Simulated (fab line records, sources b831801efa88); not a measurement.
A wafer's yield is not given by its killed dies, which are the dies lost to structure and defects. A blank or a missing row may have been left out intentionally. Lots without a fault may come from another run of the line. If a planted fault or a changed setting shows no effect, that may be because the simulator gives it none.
fab line records + flow sky130
record:
- lots: 5
- wafers: 15
- last-day: 50
route steps=708 shown GATE_OXIDE@198 POLY_GATE@204 RES_PROTECT@206 PAD_OPEN@708
lots that met no fault: taken from a fault-free run of the same line
start-h: the number of hours between the record's first day and the start of the first shown wafer of the lot + wait-h: hours since the lot's step before + " as in the row above + L1.1+2: several wafers, shown together as one row + - no value, or no start was given + * or withheld: withheld + < > ~ a bound
route shown NAME@n: NAME is a module with steps in the file, n the number in the route of the first one + usual: the fault-free wafers' mean and standard deviation + same: alike in all rows + chamber/n: place in a boat + sites: the reading at each site + _std_site: their standard deviation + _edge_site: outer sites' mean less inner sites' + radius-mm: how far each site lies from the wafer's centre + mask NAME#n: copy n + behind: the most recent tool/chamber to have shaped the wafer + hold: what put the lot on hold/how long, in hours/how the hold closed + device: names the non-switching transistor (n, p or np) + end of line: at the end of the route, the tests of the same wafers + where a step has no rows: the recipe by itself + killed: dies that structure and defects cost at the first sort, which is not the same as the wafer's yield + map: shows each die of a wafer: x if killed, . if not, _ if none is there
set.NAME: the run value of the setting; set.NAME@STEP: its run value at that earlier step + model.NAME: the simulator's own value behind a step, which no gauge read
a table for each step, a row for each wafer; lots at some steps of the route
services: a tool's chamber out of use, with start hour (start-h, from the record's first day; less than 0 if before it), hours out, and reason
== steps ==
step: SKY_GATE_OXIDE_IMPLANT_11
recipe:
- species: B
- energy-kev: 10
- dose-cm2: 2.6e+12
- tilt-deg: withheld
step: SKY_GATE_OXIDE_WET_ETCH_12
recipe:
- chemistry: dHF
- target-depth-nm: 16.8
- dry: n2-spin
- target: SiO2
- dilution: 100:1
- temp-c: 25
- time-s: 336
step: SKY_GATE_OXIDE_STRIP_13
recipe:
- chemistry: O2/N2
- power-w: 1400
- pressure-mtorr: 1500
- platen-temp-c: withheld
- o2-flow-sccm: 3000
- n2-flow-sccm: 300
- overash-fraction: 0.5
usual:
- drypump-motor-current-A: 5.96/0.28
- oes-product-au: 0.715/0.0043
- strip-time-to-endpoint-s: 14.19/0.043
| lot.wafer | tool            | chamber | start-h | wait-h | drypump-motor-current-A | oes-product-au | rf-hours-counter-h | strip-time-to-endpoint-s |
|-----------|-----------------|---------|---------|--------|-------------------------|----------------|--------------------|--------------------------|
| L837.1    | plasma-asher-02 | 1       | 369.76  | 0.0    | 5.53                    | 0.717          | 67                 | 14.28                    |
| L837.4    | "               | 1       | "       | "      | 5.51                    | 0.719          | -                  | 14.28                    |
| L837.5    | "               | 1       | "       | "      | 5.53                    | 0.724          | -                  | 14.29                    |
| L842.3    | plasma-asher-01 | 0       | 428.24  | 0.0    | 6.16                    | 0.714          | -                  | 14.20                    |
| L842.4    | "               | 1       | "       | "      | 6.13                    | 0.700          | -                  | 14.15                    |
| L842.5    | "               | 0       | "       | "      | 6.14                    | 0.714          | -                  | 14.20                    |
| L843.1    | plasma-asher-01 | 1       | 431.51  | 0.0    | 6.09                    | 0.711          | 61                 | 14.22                    |
| L843.4    | "               | 0       | "       | "      | 6.15                    | 0.715          | -                  | 14.22                    |
| L843.6    | "               | 0       | "       | "      | 6.15                    | 0.711          | -                  | 14.17                    |
| L851.3    | plasma-asher-02 | 1       | 488.29  | 0.0    | 5.56                    | 0.710          | -                  | 14.21                    |
| L851.5    | "               | 1       | "       | "      | 5.55                    | 0.723          | -                  | 14.21                    |
| L851.6    | "               | 0       | "       | "      | 5.92                    | 0.706          | -                  | 14.21                    |
| L852.4    | plasma-asher-02 | 0       | 491.74  | 0.0    | 5.92                    | 0.715          | -                  | 14.13                    |
| L852.5    | "               | 1       | "       | "      | 5.56                    | 0.712          | -                  | 14.14                    |
| L852.6    | "               | 0       | "       | "      | 5.92                    | 0.713          | -                  | 14.09                    |
step: SKY_GATE_OXIDE_TW_MEAS_14
usual:
- GATE_OXIDE_TW: 225/5
| lot.wafer | tool          | chamber | start-h | wait-h | GATE_OXIDE_TW |
|-----------|---------------|---------|---------|--------|---------------|
| L837.1    | film-metro-02 | -       | 369.86  | 0.1    | 231           |
| L837.4    | "             | -       | "       | "      | 230           |
| L837.5    | "             | -       | "       | "      | 231           |
| L842.3    | film-metro-04 | -       | 428.32  | 0.1    | 220           |
| L842.4    | "             | -       | "       | "      | 219           |
| L842.5    | "             | -       | "       | "      | 220           |
| L843.1    | film-metro-04 | -       | 431.61  | 0.1    | 219           |
| L843.4    | "             | -       | "       | "      | 220           |
| L843.6    | "             | -       | "       | "      | 220           |
| L851.3    | film-metro-04 | -       | 488.38  | 0.1    | 220           |
| L851.5    | "             | -       | "       | "      | 220           |
| L851.6    | "             | -       | "       | "      | 220           |
| L852.4    | film-metro-02 | -       | 491.83  | 0.1    | 233           |
| L852.5    | "             | -       | "       | "      | 231           |
| L852.6    | "             | -       | "       | "      | 233           |
step: SKY_GATE_OXIDE_CLEAN_15
recipe:
- chemistry: SC1/SC2
- mix: 1:4:20
- temp-c: 70
- time-s: 150
- dry: n2-spin
step: SKY_GATE_OXIDE_OXIDATION_16
recipe:
- temp-c: 800
- ambient: O2
- idle-temp-c: 700
- ramp-up-c-per-min: 10
- ramp-down-c-per-min: 3
- stabilise-s: 600
- purge-s: 300
- target-thk-a: 35.7
- ox-time-s: 1915
step: SKY_POLY_GATE_CVD_00
recipe:
- material: poly-Si
- target-thk-nm: 180
- temp-c: 620
- time-s: 720
- pressure-mtorr: 200
step: SKY_POLY_GATE_THK_MEAS_01
recipe:
- reads: poly-Si_of_POLY_GATE_CVD_00
usual:
- POLY_GATE_CVD_00_THK: 180.4/1.7
| lot.wafer | tool          | chamber | start-h | wait-h | POLY_GATE_CVD_00_THK[nm] |
|-----------|---------------|---------|---------|--------|--------------------------|
| L837.1    | film-metro-01 | -       | 373.70  | 0.0    | 180.7                    |
| L837.4    | "             | -       | "       | "      | 180.8                    |
| L837.5    | "             | -       | "       | "      | 180.5                    |
| L843.1    | film-metro-02 | -       | 434.70  | 0.0    | 179.8                    |
| L843.4    | "             | -       | "       | "      | 180.8                    |
| L843.6    | "             | -       | "       | "      | 180.9                    |
| L842.3    | film-metro-03 | -       | 434.72  | 0.0    | 179.3                    |
| L842.4    | "             | -       | "       | "      | 179.4                    |
| L842.5    | "             | -       | "       | "      | 180.0                    |
| L851.3    | film-metro-01 | -       | 491.28  | 0.0    | 180.0                    |
| L851.5    | "             | -       | "       | "      | 180.4                    |
| L851.6    | "             | -       | "       | "      | 180.8                    |
| L852.4    | film-metro-03 | -       | 494.68  | 0.0    | 181.4                    |
| L852.5    | "             | -       | "       | "      | 182.3                    |
| L852.6    | "             | -       | "       | "      | 182.5                    |
step: SKY_RES_PROTECT_DEHYDRATE_00
recipe:
- temp-c: 200
- time-s: 60
step: SKY_RES_PROTECT_HMDS_01
recipe:
- prime-time-s: 60
- prime-temp-c: 120
step: SKY_RES_PROTECT_COAT_02
recipe:
- resist: NOVOLAK
- spin-rpm: 3000
- resist-thk-nm: 1140
step: SKY_RES_PROTECT_SOFTBAKE_03
recipe:
- temp-c: 90
- time-s: 60
- resist: NOVOLAK
step: SKY_RES_PROTECT_EXPOSE_04
recipe:
- mask-id: RPM
- na: 0.6
- source-shape: conventional
- sigma-outer: 0.6
- polarization: unpolarized
- target-cd-nm: 1270
- dose-mj: 131
| lot.wafer  | tool             | chamber | start-h | wait-h | mask   |
|------------|------------------|---------|---------|--------|--------|
| L837.1+4+5 | iline-stepper-01 | 0       | 386.89  | -      | RPM#0  |
| L843.1+4+6 | iline-stepper-02 | 0       | 449.19  | -      | TUNM#0 |
| L842.3+4+5 | iline-stepper-01 | 0       | 449.47  | -      | RPM#0  |
| L851.3+5+6 | iline-stepper-01 | 0       | 506.78  | -      | RPM#0  |
| L852.4+5+6 | iline-stepper-02 | 0       | 509.85  | -      | RPM#0  |
step: SKY_RES_PROTECT_PEB_05
recipe:
- temp-c: withheld
- time-s: *
- resist: NOVOLAK
step: SKY_RES_PROTECT_DEVELOP_06
recipe:
- resist: NOVOLAK
- developer: TMAH
- develop-time-s: 60
- dev-temp-c: 23
step: SKY_POLY_GATE_IMPLANT_02
recipe:
- species: P
- energy-kev: 30
- dose-cm2: 7.7e+15
- tilt-deg: 0
step: SKY_RES_PROTECT_STRIP_07
recipe:
- chemistry: O2/N2
- power-w: 1400
- pressure-mtorr: 1500
- platen-temp-c: withheld
- o2-flow-sccm: 3000
- n2-flow-sccm: 300
- overash-fraction: 0.5
usual:
- drypump-motor-current-A: 6.07/0.19
- oes-product-au: 0.517/0.0044
- strip-time-to-endpoint-s: 23.29/0.046
| lot.wafer | tool            | chamber | start-h | wait-h | drypump-motor-current-A | oes-product-au | rf-hours-counter-h | strip-time-to-endpoint-s |
|-----------|-----------------|---------|---------|--------|-------------------------|----------------|--------------------|--------------------------|
| L837.1    | plasma-asher-02 | 1       | 401.41  | 0.1    | 5.58                    | 0.506          | 71                 | 23.28                    |
| L837.4    | "               | 1       | "       | "      | 5.58                    | 0.517          | -                  | 23.27                    |
| L837.5    | "               | 1       | "       | "      | 5.56                    | 0.517          | -                  | 23.34                    |
| L843.1    | plasma-asher-02 | 1       | 465.02  | 0.1    | 5.54                    | 0.513          | 3                  | 23.23                    |
| L843.4    | "               | 1       | "       | "      | 5.60                    | 0.515          | -                  | 23.23                    |
| L843.6    | "               | 0       | "       | "      | 5.91                    | 0.517          | -                  | 23.30                    |
| L842.3    | plasma-asher-02 | 0       | 465.53  | 0.1    | 5.92                    | 0.517          | -                  | 23.34                    |
| L842.4    | "               | 1       | "       | "      | 5.57                    | 0.520          | -                  | 23.35                    |
| L842.5    | "               | 0       | "       | "      | 5.93                    | 0.519          | -                  | 23.38                    |
| L851.3    | plasma-asher-01 | 1       | 521.65  | 0.1    | 6.11                    | 0.524          | -                  | 23.26                    |
| L851.5    | "               | 0       | "       | "      | 6.15                    | 0.522          | -                  | 23.26                    |
| L851.6    | "               | 1       | "       | "      | 6.13                    | 0.515          | -                  | 23.25                    |
| L852.4    | plasma-asher-01 | 1       | 524.95  | 0.1    | 6.11                    | 0.519          | -                  | 23.24                    |
| L852.5    | "               | 1       | "       | "      | 6.10                    | 0.518          | -                  | 23.27                    |
| L852.6    | "               | 0       | "       | "      | 6.14                    | 0.520          | -                  | 23.22                    |
step: SKY_RES_PROTECT_TW_MEAS_08
usual:
- POLY_GATE_TW: 4054/83
| lot.wafer | tool          | chamber | start-h | wait-h | hold                     | POLY_GATE_TW |
|-----------|---------------|---------|---------|--------|--------------------------|--------------|
| L837.1    | film-metro-04 | -       | 401.51  | 0.1    | -                        | 3998         |
| L837.4    | "             | -       | "       | "      | -                        | 3954         |
| L837.5    | "             | -       | "       | "      | -                        | 3968         |
| L843.1    | film-metro-01 | -       | 465.12  | 0.1    | await-dispo/0.2h/release | 30           |
| L843.4    | "             | -       | "       | "      | await-dispo/0.2h/release | 30           |
| L843.6    | "             | -       | "       | "      | await-dispo/0.2h/release | 30           |
| L843.1    | film-metro-01 | -       | 465.34  | 0.2    | -                        | 30           |
| L843.4    | "             | -       | "       | "      | -                        | 30           |
| L843.6    | "             | -       | "       | "      | -                        | 30           |
| L842.3    | film-metro-04 | -       | 465.62  | 0.1    | -                        | 3978         |
| L842.4    | "             | -       | "       | "      | -                        | 3962         |
| L842.5    | "             | -       | "       | "      | -                        | 3987         |
| L851.3    | film-metro-01 | -       | 521.74  | 0.1    | -                        | 4021         |
| L851.5    | "             | -       | "       | "      | -                        | 4014         |
| L851.6    | "             | -       | "       | "      | -                        | 3996         |
| L852.4    | film-metro-02 | -       | 525.04  | 0.1    | -                        | 4166         |
| L852.5    | "             | -       | "       | "      | -                        | 4189         |
| L852.6    | "             | -       | "       | "      | -                        | 4172         |
step: SKY_PAD_OPEN_PROBE_99
usual:
- defect-limited-yield: 82.5/1.9
- killed_at_M0_to_M3: 44/7.3
- killed_at_M4_up: 3.1/1.9
- killed-at-contacts: 24/5.3
- killed-at-front-end: 15/4
- killed-at-other: 0.4/0.6
- killed-dies: 86/9.2
- killed-open: 47/6.9
- killed-short: 39/6.9
- sort_bin_3_pad_short: 0.8/0.41
- sort_bin_5_function: 10.6/1.5
- sort_bin_6_memory: 6.1/1.1
- sort-n-pass: 406/9.2
- sort-yield-pct: 82.5/1.9
same:
- gross-dies: 492
- killed-at-back-side: 0
- sort_bin_4_leakage[%]: 0
- sort_bin_8_speed[%]: 0
| lot.wafer | tool      | chamber | start-h | wait-h | defect-limited-yield[%] | killed_at_M0_to_M3 | killed_at_M4_up | killed-at-contacts | killed-at-front-end | killed-at-other | killed-dies | killed-open | killed-short | sort_bin_3_pad_short[%] | sort_bin_5_function[%] | sort_bin_6_memory[%] | sort-n-pass | sort-yield-pct[%] |
|-----------|-----------|---------|---------|--------|-------------------------|--------------------|-----------------|--------------------|---------------------|-----------------|-------------|-------------|--------------|-------------------------|------------------------|----------------------|-------------|-------------------|
| L837.1    | prober-01 | -       | 1116.16 | 0.1    | 83.1                    | 41                 | 2               | 22                 | 18                  | 0               | 83          | 47          | 36           | 0.6                     | 9.1                    | 7.1                  | 409         | 83.1              |
| L837.4    | prober-01 | -       | 1116.31 | 0.2    | 80.9                    | 46                 | 8               | 27                 | 12                  | 1               | 94          | 42          | 51           | 1.6                     | 10.8                   | 6.7                  | 398         | 80.9              |
| L837.5    | prober-01 | -       | 1116.36 | 0.2    | 81.9                    | 30                 | 1               | 37                 | 20                  | 1               | 89          | 49          | 39           | 1.0                     | 12.0                   | 5.1                  | 403         | 81.9              |
| L842.3    | prober-01 | -       | 1154.82 | 0.2    | 81.5                    | 47                 | 5               | 23                 | 16                  | 0               | 91          | 48          | 43           | 0.4                     | 13.6                   | 4.5                  | 401         | 81.5              |
| L842.4    | prober-01 | -       | 1154.87 | 0.2    | 82.1                    | 46                 | 2               | 26                 | 14                  | 0               | 88          | 50          | 38           | 1.2                     | 9.8                    | 6.9                  | 404         | 82.1              |
| L842.5    | prober-01 | -       | 1154.92 | 0.2    | 77.8                    | 61                 | 4               | 34                 | 10                  | 0               | 109         | 55          | 54           | 0.8                     | 14.2                   | 7.1                  | 383         | 77.8              |
| L851.3    | prober-01 | -       | 1188.89 | 0.2    | 86.8                    | 25                 | 2               | 25                 | 13                  | 0               | 65          | 37          | 28           | 0.8                     | 7.1                    | 5.3                  | 427         | 86.8              |
| L851.5    | prober-01 | -       | 1188.99 | 0.2    | 81.5                    | 46                 | 5               | 30                 | 9                   | 1               | 91          | 50          | 40           | 1.0                     | 11.8                   | 5.7                  | 401         | 81.5              |
| L851.6    | prober-01 | -       | 1189.04 | 0.2    | 83.9                    | 41                 | 4               | 19                 | 15                  | 0               | 79          | 44          | 35           | 0.8                     | 10.4                   | 4.9                  | 413         | 83.9              |
killed by level:class
L837.1 VIA1:geometric-particle:open=13 LI_CONTACT:geometric-particle:open=8 POLY_GATE:geometric-particle:open=7 VIA2:geometric-particle:short=6 CONTACT:geometric-particle:short=5 METAL1:geometric-particle:short=5 VIA2:geometric-particle:open=5 LOCAL_INTERCONNECT:geometric-particle:short=4
L837.4 VIA2:geometric-particle:open=8 METAL1:geometric-particle:short=7 LI_CONTACT:geometric-particle:open=7 CONTACT:geometric-particle:open=7 VIA2:geometric-particle:short=7 VIA1:geometric-particle:open=6 METAL2:geometric-particle:short=5 LI_CONTACT:geometric-particle:short=5
L837.5 LI_CONTACT:geometric-particle:open=10 CONTACT:geometric-particle:open=8 CONTACT:geometric-particle:short=8 FIELD_ISO:geometric-particle:open=6 POLY_GATE:geometric-particle:open=5 LI_CONTACT:geometric-particle:short=5 FIELD_ISO:geometric-particle:short=4 LOCAL_INTERCONNECT:geometric-particle:short=4
L842.3 VIA1:geometric-particle:open=11 CONTACT:geometric-particle:open=8 VIA2:geometric-particle:open=8 METAL2:geometric-particle:short=8 METAL1:geometric-particle:short=6 LI_CONTACT:geometric-particle:open=5 VIA1:geometric-particle:short=5 FIELD_ISO:geometric-particle:open=4
L842.4 CONTACT:geometric-particle:open=9 LI_CONTACT:geometric-particle:open=8 VIA1:geometric-particle:open=8 METAL1:geometric-particle:short=6 FIELD_ISO:geometric-particle:open=5 LOCAL_INTERCONNECT:geometric-particle:short=5 METAL2:geometric-particle:short=5 VIA3:geometric-particle:short=5
L842.5 VIA1:geometric-particle:open=14 LOCAL_INTERCONNECT:geometric-particle:short=10 METAL2:geometric-particle:short=10 VIA3:geometric-particle:open=10 CONTACT:geometric-particle:open=9 LI_CONTACT:geometric-particle:open=7 VIA2:geometric-particle:open=7 METAL1:geometric-particle:short=6
L851.3 LI_CONTACT:geometric-particle:open=7 LOCAL_INTERCONNECT:geometric-particle:short=7 CONTACT:geometric-particle:open=6 POLY_GATE:geometric-particle:short=5 LI_CONTACT:geometric-particle:short=4 VIA3:geometric-particle:open=4 VIA2:geometric-particle:open=4 METAL1:geometric-particle:open=3
L851.5 VIA1:geometric-particle:open=16 LI_CONTACT:geometric-particle:open=13 VIA2:geometric-particle:open=8 LOCAL_INTERCONNECT:geometric-particle:short=5 CONTACT:geometric-particle:open=5 METAL4:geometric-particle:short=5 POLY_GATE:geometric-particle:short=4 LI_CONTACT:geometric-particle:short=4
L851.6 VIA3:geometric-particle:open=14 LI_CONTACT:geometric-particle:open=8 VIA1:geometric-particle:short=7 CONTACT:geometric-particle:open=6 POLY_GATE:geometric-particle:short=4 POLY_GATE:geometric-particle:open=4 METAL2:geometric-particle:short=4 METAL4:geometric-particle:short=4
== services ==
| tool             | chamber | start-h | hours | kind        |
|------------------|---------|---------|-------|-------------|
| plasma-asher-02  | -       | 347.63  | 2.8   | pm          |
| plasma-asher-02  | -       | 416.13  | 1.8   | repair      |
| plasma-asher-02  | -       | 418.35  | 3.1   | repair      |
| plasma-asher-02  | -       | 421.41  | 9.0   | pm          |
| plasma-asher-02  | 0       | 421.41  | 9.0   | vent-cycle  |
| plasma-asher-02  | 1       | 421.41  | 9.0   | vent-cycle  |
| plasma-asher-02  | 0       | 430.41  | -     | clean       |
| plasma-asher-02  | 1       | 430.41  | -     | clean       |
| iline-stepper-02 | -       | 434.15  | 4.4   | pm          |
| iline-stepper-02 | 0       | 446.79  | -     | calibration |
| iline-stepper-02 | -       | 454.48  | 1.7   | pm          |
| iline-stepper-02 | -       | 459.52  | 9.0   | repair      |
| iline-stepper-01 | 0       | 460.18  | -     | calibration |
| iline-stepper-01 | -       | 476.30  | 3.0   | repair      |
| plasma-asher-01  | -       | 479.91  | 14.6  | pm          |
| plasma-asher-02  | -       | 499.69  | 2.0   | repair      |
== key ==
first-sign:
- step: SKY_RES_PROTECT_EXPOSE_04
- reading: mask
- direction: changed
effect:
- step: SKY_RES_PROTECT_TW_MEAS_08
- reading: visit
- direction: added
effect:
- step: SKY_RES_PROTECT_TW_MEAS_08
- reading: POLY_GATE_TW
- direction: down
- sigmas: 48
- usual: 4054
- struck: 30
met-at SKY_RES_PROTECT_EXPOSE_04
struck-wafers L843.1,L843.4,L843.6
scrapped-behind SKY_RES_PROTECT_TW_MEAS_08 L843.1,L843.4,L843.6
fault:
- kind: wrong-mask
- tool: any
- chamber: -
- onset-h: 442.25
- steps: SKY_RES_PROTECT_EXPOSE_04
- aux-copy: TUNM#0
- scope: struck-lots-only
